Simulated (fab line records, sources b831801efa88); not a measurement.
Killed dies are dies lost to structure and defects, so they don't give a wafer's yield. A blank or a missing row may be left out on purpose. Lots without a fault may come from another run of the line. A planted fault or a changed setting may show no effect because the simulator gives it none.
fab line records | flow sky130
record lots=5 wafers=15 last_day=49
route steps=708 shown VIA2@525 METAL3@532 CAPM@537 PAD_OPEN@708
lots that met no fault: from a run of the same line without faults
start_h: hours from the record's first day to the start of the lot's first wafer shown | wait_h: hours since the lot's step before | " the same as in the row above | L1.1+2: a row that stands for several wafers | - no value, or no start given | * or withheld: withheld | < > ~ a bound
route shown NAME@n: a module of which the file shows steps, and the number in the route of the first | usual: mean/standard deviation of fault-free wafers | same: alike in all rows | chamber/n: place in a boat | sites: the reading at each site | _std_site: their standard deviation | _edge_site: outer sites' mean less inner sites' | radius_mm: how far each site lies from the wafer's centre | mask NAME#n: copy n | behind: the tool/chamber that last shaped the wafer | hold: why the lot was held/for how many hours/how that ended | device: the transistor (n, p or np) that didn't switch | end of line: the same wafers' tests at the end of the route | a step without rows: its recipe alone | killed: dies lost to structure and defects at the first sort, not the wafer's yield | map: a wafer's dies, x killed, . not, _ none there
set.NAME: the setting as run; set.NAME@STEP: as run at that earlier step | model.NAME: the simulator's own value behind a step, which no gauge read
lots at some steps of the route; a table a step, a row a wafer
services: from which hour (start_h, from the record's first day; less than 0 if before it) a tool's chamber was out of use, for how many hours, and why
## steps
# step SKY_VIA2_CLEAN_18
# recipe chemistry=IPA time_s=180 temp_c=25
# step SKY_VIA2_CLEAN_19
# recipe chemistry=O3/DIW dry=n2_spin
# step SKY_VIA2_SPUTTER_20
# recipe material=TiN target_thk_nm=20 chamber_pressure_pa=5 power_w=4000 time_s=80
# step SKY_VIA2_CVD_21
# recipe material=W target_thk_nm=420 time_s=126.4 temp_c=400 pressure_torr=40
# step SKY_VIA2_RS_MEAS_22
# recipe thk_meas_gauge=four-point-probe reads=W_of_VIA2_CVD_21+TiN_of_VIA2_SPUTTER_20
# usual VIA2_W_RS=0.271/0.0034
# columns lot.wafer tool chamber start_h wait_h VIA2_W_RS[ohm/sq]
L897.1 film_metro-03 - 848.74 0.1 0.271
L897.4 " - " " 0.272
L897.6 " - " " 0.271
L900.1 film_metro-04 - 877.07 0.1 0.268
L900.3 " - " " 0.271
L900.5 " - " " 0.266
L906.2 film_metro-04 - 920.62 0.1 0.270
L906.4 " - " " 0.270
L906.6 " - " " 0.276
L907.2 film_metro-02 - 928.22 0.1 0.271
L907.3 " - " " 0.268
L907.6 " - " " 0.266
L918.2 film_metro-03 - 996.65 0.1 0.271
L918.4 " - " " 0.267
L918.6 " - " " 0.268
# step SKY_VIA2_THK_MEAS_23
# recipe thk_meas_gauge=xrf reads=W_of_VIA2_CVD_21
# usual VIA2_W_THK=434/7.7
# columns lot.wafer tool chamber start_h wait_h VIA2_W_THK[nm]
L897.1 film_metro-03 - 848.86 0.1 438
L897.4 " - " " 437
L897.6 " - " " 438
L900.1 film_metro-04 - 877.19 0.1 433
L900.3 " - " " 427
L900.5 " - " " 438
L906.2 film_metro-04 - 920.73 0.1 432
L906.4 " - " " 433
L906.6 " - " " 421
L907.2 film_metro-02 - 928.33 0.1 435
L907.3 " - " " 440
L907.6 " - " " 438
L918.2 film_metro-03 - 996.76 0.1 437
L918.4 " - " " 442
L918.6 " - " " 441
# step SKY_VIA2_CMP_24
# recipe stop_on=SiO2 t_overpolish_s=20 down_force_psi=3.5 platen_rpm=60 target_thk_nm=0 pad_velocity_m_s=0.94248
# usual motor_current_A=10.4/0.86 overpolish_run_s=20.000/0.0088 slurry_flow_ml_min=150.0/0.45 time_to_endpoint_s=102/4.6
# columns lot.wafer tool chamber start_h wait_h motor_current_A overpolish_run_s slurry_flow_ml_min time_to_endpoint_s
L897.1 cmp-01 0 848.97 0.1 11.1 19.994 150.2 100
L897.4 " 1 " " 10.6 20.018 150.2 99
L897.6 " 0 " " 12.1 20.004 150.5 99
L900.1 cmp-02 2 877.30 0.1 11.5 19.998 150.1 105
L900.3 " 3 " " 9.8 19.992 150.2 110
L900.5 " 2 " " 11.4 19.987 150.3 107
L906.2 cmp-02 2 921.42 0.7 11.3 19.994 150.1 101
L906.4 " 3 " " 10.5 20.005 149.6 107
L906.6 " 3 " " 10.2 20.003 149.7 110
L907.2 cmp-01 0 928.38 0.0 11.8 20.006 149.5 100
L907.3 " 3 " " 9.5 20.001 149.8 102
L907.6 " 1 " " 10.4 19.988 149.4 103
L918.4 cmp-01 0 996.91 0.1 11.6 19.998 149.9 98
L918.2 " 1 " " 10.5 20.003 149.2 96
L918.6 " 2 " " 9.7 19.981 150.4 98
# step SKY_METAL3_SPUTTER_00
# recipe material=Ti target_thk_nm=15 power_w=3000 time_s=10 chamber_pressure_pa=0.4
# usual throttle_valve_pct=30.4/1.2
# columns lot.wafer tool chamber start_h wait_h throttle_valve_pct
L897.1 pvd_sputter-01 - 849.22 0.2 30.1
L897.4 " - " " 31.2
L897.6 " - " " 29.9
L900.1 pvd_sputter-03 - 877.55 0.2 31.0
L900.3 " - " " 32.0
L900.5 " - " " 31.0
L906.2 pvd_sputter-03 - 921.72 0.2 31.0
L906.4 " - " " 32.3
L906.6 " - " " 32.1
L907.2 pvd_sputter-01 - 928.68 0.2 28.9
L907.3 " - " " 30.2
L907.6 " - " " 30.1
L918.2 pvd_sputter-04 - 997.11 0.1 30.7
L918.4 " - " " 29.8
L918.6 " - " " 29.5
# step SKY_METAL3_SPUTTER_01
# recipe material=TiN target_thk_nm=20 power_w=6500 time_s=16.7 chamber_pressure_pa=0.4
# step SKY_METAL3_SPUTTER_02
# recipe material=AlCu target_thk_nm=735 power_w=10600 time_s=39.1 chamber_pressure_pa=0.4
# usual throttle_valve_pct=30.4/1.2
# columns lot.wafer tool chamber start_h wait_h throttle_valve_pct
L897.1 pvd_sputter-01 - 849.26 0.0 30.3
L897.4 " - " " 31.1
L897.6 " - " " 30.1
L900.1 pvd_sputter-03 - 877.59 0.0 31.3
L900.3 " - " " 32.3
L900.5 " - " " 30.9
L906.2 pvd_sputter-03 - 921.76 0.0 30.8
L906.4 " - " " 31.9
L906.6 " - " " 32.3
L907.2 pvd_sputter-01 - 928.73 0.0 28.8
L907.3 " - " " 30.2
L907.6 " - " " 30.0
L918.2 pvd_sputter-04 - 997.16 0.0 31.1
L918.4 " - " " 29.5
L918.6 " - " " 29.6
# step SKY_METAL3_SPUTTER_03
# recipe material=Ti target_thk_nm=5 power_w=3000 time_s=3.3 chamber_pressure_pa=0.4
# usual throttle_valve_pct=30.4/1.2
# columns lot.wafer tool chamber start_h wait_h throttle_valve_pct
L897.1 pvd_sputter-01 - 849.30 0.0 30.3
L897.4 " - " " 30.9
L897.6 " - " " 30.1
L900.1 pvd_sputter-03 - 877.63 0.0 30.9
L900.3 " - " " 32.1
L900.5 " - " " 30.9
L906.2 pvd_sputter-03 - 921.80 0.0 30.9
L906.4 " - " " 32.5
L906.6 " - " " 32.0
L907.2 pvd_sputter-01 - 928.77 0.0 29.2
L907.3 " - " " 30.3
L907.6 " - " " 30.1
L918.2 pvd_sputter-04 - 997.20 0.0 31.0
L918.4 " - " " 29.5
L918.6 " - " " 29.5
# step SKY_METAL3_SPUTTER_04
# recipe material=TiN target_thk_nm=70 power_w=6500 time_s=58.3 chamber_pressure_pa=0.4
# usual throttle_valve_pct=30.4/1.2
# columns lot.wafer tool chamber start_h wait_h throttle_valve_pct
L897.1 pvd_sputter-01 - 849.32 0.0 30.1
L897.4 " - " " 31.0
L897.6 " - " " 30.2
L900.1 pvd_sputter-03 - 877.65 0.0 30.8
L900.3 " - " " 32.1
L900.5 " - " " 31.0
L906.2 pvd_sputter-03 - 921.82 0.0 31.2
L906.4 " - " " 32.3
L906.6 " - " " 32.5
L907.2 pvd_sputter-01 - 928.79 0.0 29.1
L907.3 " - " " 30.3
L907.6 " - " " 30.1
L918.2 pvd_sputter-04 - 997.21 0.0 30.9
L918.4 " - " " 29.7
L918.6 " - " " 29.9
# step SKY_CAPM_CVD_00
# recipe material=SiO2 target_thk_nm=15.5 temp_c=400 time_s=withheld rf_w=450
# usual heater_power_w=686/110
# columns lot.wafer tool chamber start_h wait_h heater_power_w model.SiO2_of_CAPM_CVD_00.thk_nm
L897.1 pecvd-03 1 849.37 0.0 613 15.57
L897.4 " 0 " " 651 15.45
L897.6 " 1 " " 607 15.57
L900.1 pecvd-04 2 877.70 0.0 764 15.37
L900.3 " 0 " " 621 15.67
L900.5 " 0 " " 627 15.57
L906.2 pecvd-01 1 921.87 0.0 529 15.36
L906.4 " 0 " " 796 15.59
L906.6 " 1 " " 543 16.05
L907.2 pecvd-04 2 928.84 0.0 795 15.98
L907.3 " 0 " " 694 15.95
L907.6 " 1 " " 699 16.35
L918.2 pecvd-01 0 997.26 0.0 925 15.53
L918.4 " 1 " " 438 15.96
L918.6 " 2 " " 729 15.78
# step SKY_CAPM_THK_MEAS_01
# recipe reads=SiO2_of_CAPM_CVD_00
# usual CAPM_CVD_00_THK=15.51/0.22
# columns lot.wafer tool chamber start_h wait_h CAPM_CVD_00_THK[nm]
L897.1 film_metro-04 - 849.39 - 15.53
L897.4 " - " " 15.41
L897.6 " - " " 15.50
L900.1 film_metro-02 - 877.73 - 15.40
L900.3 " - " " 15.69
L900.5 " - " " 15.62
L906.2 film_metro-01 - 921.90 - 15.35
L906.4 " - " " 15.62
L906.6 " - " " 16.08
L907.2 film_metro-02 - 928.87 - 15.93
L907.3 " - " " 15.95
L907.6 " - " " 16.33
L918.2 film_metro-01 - 997.30 - 15.50
L918.4 " - " " 15.98
L918.6 " - " " 15.83
# step SKY_CAPM_SPUTTER_02
# recipe material=TiN target_thk_nm=200 temp_c=300 power_w=6500 time_s=166.7 chamber_pressure_pa=0.4
# step SKY_CAPM_RS_MEAS_03
# recipe thk_meas_gauge=four-point-probe reads=TiN_of_CAPM_SPUTTER_02
# usual CAPM_TIN_RS=6.91/0.063
# columns lot.wafer tool chamber start_h wait_h CAPM_TIN_RS[ohm/sq]
L897.1 film_metro-01 - 849.56 0.1 6.86
L897.4 " - " " 6.89
L897.6 " - " " 6.81
L900.1 film_metro-04 - 877.90 0.1 6.97
L900.3 " - " " 7.04
L900.5 " - " " 6.96
L906.2 film_metro-02 - 922.08 0.1 6.87
L906.4 " - " " 6.98
L906.6 " - " " 6.93
L907.2 film_metro-01 - 929.05 0.1 6.86
L907.3 " - " " 6.80
L907.6 " - " " 6.90
L918.2 film_metro-04 - 997.47 0.1 6.75
L918.4 " - " " 6.75
L918.6 " - " " 6.85
# step SKY_CAPM_THK_MEAS_04
# recipe thk_meas_gauge=xrf reads=TiN_of_CAPM_SPUTTER_02
# usual CAPM_TIN_THK=197.3/2
# columns lot.wafer tool chamber start_h wait_h CAPM_TIN_THK[nm]
L897.1 film_metro-01 - 849.68 0.1 200.4
L897.4 " - " " 199.1
L897.6 " - " " 199.9
L900.1 film_metro-04 - 878.02 0.1 194.1
L900.3 " - " " 193.2
L900.5 " - " " 193.9
L906.2 film_metro-02 - 922.19 0.1 200.4
L906.4 " - " " 197.2
L906.6 " - " " 198.1
L907.2 film_metro-01 - 929.16 0.1 199.2
L907.3 " - " " 201.0
L907.6 " - " " 197.4
L918.2 film_metro-04 - 997.58 0.1 199.7
L918.4 " - " " 200.1
L918.6 " - " " 196.4
# step SKY_CAPM_DEHYDRATE_05
# recipe temp_c=200 time_s=60
# step SKY_CAPM_HMDS_06
# recipe prime_time_s=60 prime_temp_c=120
# step SKY_CAPM_COAT_07
# recipe resist=NOVOLAK spin_rpm=3000 resist_thk_nm=1140
# step SKY_CAPM_SOFTBAKE_08
# recipe temp_c=90 time_s=60 resist=NOVOLAK
# step SKY_CAPM_EXPOSE_09
# recipe mask_id=CAPM na=0.6 source_shape=conventional sigma_outer=0.6 polarization=unpolarized target_cd_nm=1000 dose_mj=159
# step SKY_CAPM_PEB_10
# recipe temp_c=withheld time_s=* resist=NOVOLAK
# step SKY_CAPM_DEVELOP_11
# recipe resist=NOVOLAK developer=TMAH develop_time_s=60 dev_temp_c=23
# step SKY_CAPM_OVL_MEAS_12
# usual CAPM_OVL=-0.3/1.3
# columns lot.wafer tool chamber start_h wait_h CAPM_OVL[nm]
L897.1 overlay-02 - 875.33 0.1 -0.1
L897.4 " - " " 0.7
L897.6 " - " " -1.4
L900.1 overlay-01 - 905.18 0.1 0.2
L900.3 " - " " -0.3
L900.5 " - " " -1.0
L906.2 overlay-01 - 947.57 0.1 -0.7
L906.4 " - " " 1.8
L906.6 " - " " -0.1
L907.2 overlay-02 - 953.49 0.1 -2.4
L907.3 " - " " -1.4
L907.6 " - " " -0.9
L918.2 overlay-01 - 1020.69 0.1 -0.8
L918.4 " - " " 0.1
L918.6 " - " " 0.1
# step SKY_CAPM_METAL_ETCH_13
# recipe target_depth_nm=220 stop_on=SiO2 chemistry=Cl2/BCl3 target=TiN pressure_mtorr=10 icp_w=900 bias_w=48.5 Cl2_flow_sccm=60 bcl3_flow_sccm=30 time_s=62.9
# step SKY_CAPM_STRIP_14
# recipe chemistry=O2/N2 power_w=1400 pressure_mtorr=1500 platen_temp_c=withheld o2_flow_sccm=3000 n2_flow_sccm=300 overash_fraction=0.5
# step SKY_CAPM_STRIP_15
# recipe chemistry=post_etch_residue_remover time_s=1200 temp_c=72.5
# step SKY_CAPM_CLEAN_16
# recipe chemistry=IPA time_s=180 temp_c=25
# step SKY_CAPM_CLEAN_17
# recipe chemistry=O3/DIW dry=n2_spin
# step SKY_METAL3_DEHYDRATE_05
# recipe temp_c=200 time_s=60
# step SKY_METAL3_HMDS_06
# recipe prime_time_s=60 prime_temp_c=120
# step SKY_METAL3_COAT_07
# recipe resist=BARC temp_c=withheld time_s=withheld spin_rpm=3000 resist_thk_nm=60
# step SKY_METAL3_COAT_08
# recipe resist=KrF-thick spin_rpm=3000 resist_thk_nm=1140
# step SKY_METAL3_SOFTBAKE_09
# recipe temp_c=100 time_s=90 resist=KrF-thick
# step SKY_METAL3_EXPOSE_10
# recipe mask_id=MM3 na=0.68 source_shape=annular sigma_inner=0.4 sigma_outer=0.8 target_cd_nm=300 dose_mj=28
# step SKY_METAL3_PEB_11
# recipe peb_temp_c=withheld peb_time_s=withheld resist=KrF-thick
# step SKY_METAL3_DEVELOP_12
# recipe develop_time_s=60 resist=KrF-thick dev_temp_c=21
# step SKY_METAL3_CD_MEAS_13
# recipe target_cd_nm=300
# usual cd_nm=300.2/1.6
# columns lot.wafer tool chamber start_h wait_h cd_nm
L897.1 cd_sem-02 - 901.24 - 299.7
L897.4 " - " " 298.1
L897.6 " - " " 298.5
L900.1 cd_sem-01 - 929.94 - 301.1
L900.3 " - " " 300.5
L900.5 " - " " 300.4
L906.2 cd_sem-01 - 972.51 - 300.0
L906.4 " - " " 299.6
L906.6 " - " " 299.3
L907.2 cd_sem-01 - 977.91 - 301.2
L907.3 " - " " 301.7
L907.6 " - " " 301.2
L918.2 cd_sem-02 - 1044.44 - 299.1
L918.4 " - " " 299.7
L918.6 " - " " 299.3
# step SKY_METAL3_OVL_MEAS_14
# usual METAL3_OVL=-3/5.1
# columns lot.wafer tool chamber start_h wait_h METAL3_OVL[nm]
L897.1 overlay-01 - 901.36 0.1 -4
L897.4 " - " " -6
L897.6 " - " " -3
L900.1 overlay-02 - 930.06 0.1 -1
L900.3 " - " " 0
L900.5 " - " " 0
L906.2 overlay-01 - 972.62 0.1 -3
L906.4 " - " " -5
L906.6 " - " " -4
L907.2 overlay-01 - 978.02 0.1 4
L907.3 " - " " -2
L907.6 " - " " 3
L918.2 overlay-01 - 1044.54 0.1 -2
L918.4 " - " " -5
L918.6 " - " " -4
# step SKY_METAL3_DESCUM_15
# recipe chemistry=O2 source_power_w=150 bias_power_w=0 pressure_mtorr=10 temp_c=40 time_s=8
# step SKY_METAL3_ETCH_16
# recipe chemistry=N2/H2 target=BARC ion_energy_ev=200 bias_w=100 pressure_mtorr=30 n2_flow_sccm=100 h2_flow_sccm=200 icp_w=500 stop_on=SiO2 time_s=88.2 target_depth_a=600
# step SKY_METAL3_ETCH_17
# recipe target=SiO2 stop_on=TiN chemistry=C4F8/O2/Ar source_w=1500 bias_w=1200 pressure_mtorr=40 c4f8_flow_sccm=withheld O2_flow_sccm=6 Ar_flow_sccm=300 time_s=3.9 target_depth_a=150
# usual oes_product_au=0.754/0.0071
# columns lot.wafer tool chamber start_h wait_h oes_product_au rf_hours_counter_h model.etch.depth_nm
L897.1 rie_diel-01 2 901.53 0.1 0.760 13 15.57
L897.4 " 3 " " 0.753 11 15.45
L897.6 " 1 " " 0.760 - 15.57
L900.1 rie_diel-02 0 930.23 0.1 0.763 11 15.37
L900.3 " 2 " " 0.756 21 15.67
L900.5 " 1 " " 0.755 - 15.57
L906.2 rie_diel-01 3 972.78 0.1 0.757 13 15.36
L906.4 " 1 " " 0.754 5 15.59
L906.6 " 3 " " 0.766 - 16.05
L907.2 rie_diel-02 1 978.18 0.1 0.761 28 15.98
L907.3 " 3 " " 0.769 21 15.95
L907.6 " 3 " " 0.779 - 16.35
L918.2 rie_diel-04 2 1044.70 0.1 0.751 10 15.53
L918.4 " 3 " " 0.768 6 15.96
L918.6 " 0 " " 0.764 - 15.78
# step SKY_PAD_OPEN_PROBE_99
# usual defect_limited_yield=82.2/1.9 killed_at_M0_to_M3=44/7.2 killed_at_M4_up=3.0/1.9 killed_at_contacts=25/4.8 killed_at_front_end=16/4.2 killed_at_other=0.2/0.44 killed_dies=88/9.3 killed_open=48/7.1 killed_short=40/6.5 sort_bin_3_pad_short=0.9/0.4 sort_bin_5_function=10.5/1.5 sort_bin_6_memory=6.5/0.98 sort_n_pass=404/9.3 sort_yield_pct=82.2/1.9
# same gross_dies=492 killed_at_back_side=0 sort_bin_4_leakage[%]=0 sort_bin_8_speed[%]=0
# columns lot.wafer tool chamber start_h wait_h defect_limited_yield[%] killed_at_M0_to_M3 killed_at_M4_up killed_at_contacts killed_at_front_end killed_at_other killed_dies killed_open killed_short sort_bin_3_pad_short[%] sort_bin_5_function[%] sort_bin_6_memory[%] sort_n_pass sort_yield_pct[%] model.etest.cap_mim.bv_v model.etest.cap_mim.c_ff_um2
L897.1 prober-01 - 1076.11 0.1 79.5 55 2 26 18 0 101 58 43 1.2 11.0 8.3 391 79.5 14.16 2.342
L897.4 prober-01 - 1076.26 0.2 82.5 44 2 23 17 0 86 57 29 0.2 10.2 7.1 406 82.5 13.94 2.344
L897.6 prober-01 - 1076.36 0.2 81.9 41 1 26 21 0 89 47 42 1.4 10.6 6.1 403 81.9 14.41 2.333
L900.1 prober-01 - 1099.91 0.1 80.3 52 2 22 21 0 97 53 44 1.2 12.2 6.3 395 80.3 13.93 2.375
L900.3 prober-01 - 1100.01 0.2 81.5 52 2 23 14 0 91 47 44 0.8 10.8 6.9 401 81.5 14.41 2.333
L900.5 prober-01 - 1100.11 0.2 79.3 53 3 31 14 1 102 63 39 0.8 11.4 8.5 390 79.3 13.68 2.316
L906.2 prober-02 - 1133.54 0.1 83.1 41 3 27 12 0 83 49 34 0.4 9.6 6.9 409 83.1 13.69 2.374
L906.4 prober-02 - 1133.64 0.2 79.5 40 7 30 24 0 101 47 54 0.4 12.8 7.3 391 79.5 13.99 2.337
L906.6 prober-02 - 1133.74 0.2 82.3 40 2 27 18 0 87 48 39 0.6 10.2 6.9 405 82.3 14.58 2.251
L907.2 prober-01 - 1138.53 0.1 85.0 35 3 16 20 0 74 44 30 0.2 7.9 6.9 418 85.0 13.5 2.265
L907.3 prober-01 - 1138.58 0.2 82.7 45 3 18 19 0 85 44 41 0.8 10.0 6.5 407 82.7 14.03 2.276
L907.6 prober-01 - 1138.73 0.2 86.6 37 4 13 12 0 66 29 37 1.0 8.1 4.3 426 86.6 14.47 2.239
L918.2 prober-01 - 1187.38 0.1 84.3 37 5 24 11 0 77 42 35 0.6 8.3 6.7 415 84.3 13.74 2.334
L918.4 prober-01 - 1187.48 0.2 82.9 46 9 16 13 0 84 44 40 0.2 11.8 5.1 408 82.9 14.01 2.271
L918.6 prober-01 - 1187.58 0.2 82.3 43 1 23 20 0 87 47 40 2.2 8.3 7.1 405 82.3 14.1 2.31
# killed by level:class
L897.1 VIA1:geometric_particle:open=19 LI_CONTACT:geometric_particle:open=9 VIA1:geometric_particle:short=8 VIA3:geometric_particle:open=7 FIELD_ISO:geometric_particle:open=6 METAL2:geometric_particle:short=6 POLY_GATE:geometric_particle:open=5 CONTACT:geometric_particle:open=5
L897.4 CONTACT:geometric_particle:open=14 VIA1:geometric_particle:open=14 METAL2:geometric_particle:short=7 VIA2:geometric_particle:open=7 POLY_GATE:geometric_particle:open=6 VIA3:geometric_particle:open=6 CONTACT:geometric_particle:short=5 FIELD_ISO:geometric_particle:short=4
L897.6 METAL1:geometric_particle:short=10 CONTACT:geometric_particle:open=8 LI_CONTACT:geometric_particle:open=7 FIELD_ISO:geometric_particle:open=6 VIA2:geometric_particle:open=6 VIA1:geometric_particle:open=6 VIA1:geometric_particle:short=6 POLY_GATE:geometric_particle:short=5
L900.1 VIA1:geometric_particle:open=14 VIA2:geometric_particle:short=7 LI_CONTACT:geometric_particle:open=7 CONTACT:geometric_particle:short=7 VIA2:geometric_particle:open=7 METAL2:geometric_particle:short=6 FIELD_ISO:geometric_particle:short=5 FIELD_ISO:geometric_particle:open=5
L900.3 VIA1:geometric_particle:open=11 METAL2:geometric_particle:short=11 CONTACT:geometric_particle:open=8 VIA3:geometric_particle:open=7 LI_CONTACT:geometric_particle:open=6 POLY_GATE:geometric_particle:short=5 VIA2:geometric_particle:open=5 POLY_GATE:geometric_particle:open=4
L900.5 CONTACT:geometric_particle:open=12 VIA1:geometric_particle:open=12 LI_CONTACT:geometric_particle:open=10 VIA2:geometric_particle:open=10 VIA3:geometric_particle:open=8 VIA1:geometric_particle:short=5 CONTACT:geometric_particle:short=5 METAL1:geometric_particle:short=5
L906.2 CONTACT:geometric_particle:open=9 LI_CONTACT:geometric_particle:open=9 VIA1:geometric_particle:open=7 VIA3:geometric_particle:open=7 METAL1:geometric_particle:short=6 VIA2:geometric_particle:open=6 LOCAL_INTERCONNECT:geometric_particle:short=4 CONTACT:geometric_particle:short=4
L906.4 METAL2:geometric_particle:short=11 LI_CONTACT:geometric_particle:open=9 VIA3:geometric_particle:open=8 FIELD_ISO:geometric_particle:open=6 LI_CONTACT:geometric_particle:short=6 CONTACT:geometric_particle:open=6 FIELD_ISO:geometric_particle:short=5 CONTACT:geometric_particle:short=5
L906.6 CONTACT:geometric_particle:open=12 VIA1:geometric_particle:short=8 VIA3:geometric_particle:open=8 FIELD_ISO:geometric_particle:open=7 CONTACT:geometric_particle:short=7 VIA1:geometric_particle:open=7 LI_CONTACT:geometric_particle:open=6 FIELD_ISO:geometric_particle:short=4
L907.2 POLY_GATE:geometric_particle:open=8 VIA1:geometric_particle:open=8 LI_CONTACT:geometric_particle:open=7 VIA3:geometric_particle:open=7 POLY_GATE:geometric_particle:short=6 CONTACT:geometric_particle:open=5 METAL1:geometric_particle:short=5 VIA2:geometric_particle:open=5
L907.3 VIA1:geometric_particle:open=11 VIA2:geometric_particle:open=9 CONTACT:geometric_particle:open=8 METAL1:geometric_particle:short=7 FIELD_ISO:geometric_particle:open=5 VIA1:geometric_particle:short=5 FIELD_ISO:geometric_particle:short=4 LOCAL_INTERCONNECT:geometric_particle:short=4
L907.6 METAL1:geometric_particle:short=7 VIA3:geometric_particle:open=5 VIA2:geometric_particle:open=5 POLY_GATE:geometric_particle:open=4 VIA1:geometric_particle:short=4 VIA1:geometric_particle:open=4 VIA2:geometric_particle:short=4 METAL3:geometric_particle:short=4
L918.2 CONTACT:geometric_particle:open=11 VIA1:geometric_particle:open=8 VIA2:geometric_particle:open=6 METAL2:geometric_particle:short=6 METAL3:geometric_particle:short=6 LI_CONTACT:geometric_particle:open=4 LOCAL_INTERCONNECT:geometric_particle:short=4 METAL1:geometric_particle:short=4
L918.4 VIA1:geometric_particle:open=12 VIA1:geometric_particle:short=9 VIA2:geometric_particle:open=7 METAL4:geometric_particle:short=7 FIELD_ISO:geometric_particle:open=5 CONTACT:geometric_particle:short=5 METAL1:geometric_particle:short=4 CONTACT:geometric_particle:open=4
L918.6 METAL2:geometric_particle:short=10 FIELD_ISO:geometric_particle:open=9 LI_CONTACT:geometric_particle:open=8 CONTACT:geometric_particle:open=8 VIA3:geometric_particle:open=7 FIELD_ISO:geometric_particle:short=6 METAL1:geometric_particle:short=6 VIA2:geometric_particle:open=4
## services
# columns tool chamber start_h hours kind
rie_diel-02 1 826.38 1.7 repair
pecvd-01 1 827.30 19.3 repair
rie_diel-04 1 828.89 10.4 repair
pvd_sputter-01 - 831.25 1.7 repair
pvd_sputter-03 - 838.27 1.9 repair
rie_diel-02 0 838.41 8.5 repair
pvd_sputter-04 - 854.01 2.2 repair
pvd_sputter-04 - 861.80 3.0 repair
cmp-01 - 865.72 1.6 repair
cmp-01 - 868.11 0.4 repair
pecvd-04 1 868.91 11.1 repair
pvd_sputter-01 - 877.03 2.0 repair
pvd_sputter-01 - 885.03 1.8 repair
rie_diel-02 0 893.98 4.1 repair
rie_diel-02 3 907.30 4.8 repair
cmp-02 - 910.81 1.0 repair
cmp-01 - 911.95 10.2 pm
cmp-02 - 920.14 1.0 repair
cmp-01 - 922.15 4.0 pm
cmp-01 - 944.04 4.4 repair
pecvd-01 0 954.68 14.5 repair
cmp-01 - 971.26 0.4 repair
rie_diel-02 1 1016.19 3.3 repair
cmp-01 - 1037.66 0.2 repair
## key
first_sign step=SKY_CAPM_THK_MEAS_01 reading=CAPM_CVD_00_THK direction=up sigmas=2.6 usual=15.51 struck=16.07
effect none on later readings
model_effect step=SKY_CAPM_CVD_00 value=SiO2_of_CAPM_CVD_00.thk_nm without=15.59 struck=16.09
model_effect step=SKY_METAL3_ETCH_17 value=etch.depth_nm without=15.59 struck=16.09
model_effect step=SKY_PAD_OPEN_PROBE_99 value=etest.cap_mim.bv_v without=13.56 struck=14
met_at SKY_CAPM_CVD_00
struck_wafers L907.2,L907.3,L907.6
onset_between 877.70 928.84
also_fits SKY_METAL3_SPUTTER_00:pvd_sputter-01,SKY_METAL3_SPUTTER_02:pvd_sputter-01,SKY_METAL3_SPUTTER_03:pvd_sputter-01,SKY_METAL3_SPUTTER_04:pvd_sputter-01
fault kind=process_parameter_drift tool=pecvd-04 chamber=- onset_h=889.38 steps=SKY_CAPM_CVD_00 channel=time_s offset=withheld shape=step end_h=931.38 acts_in=*
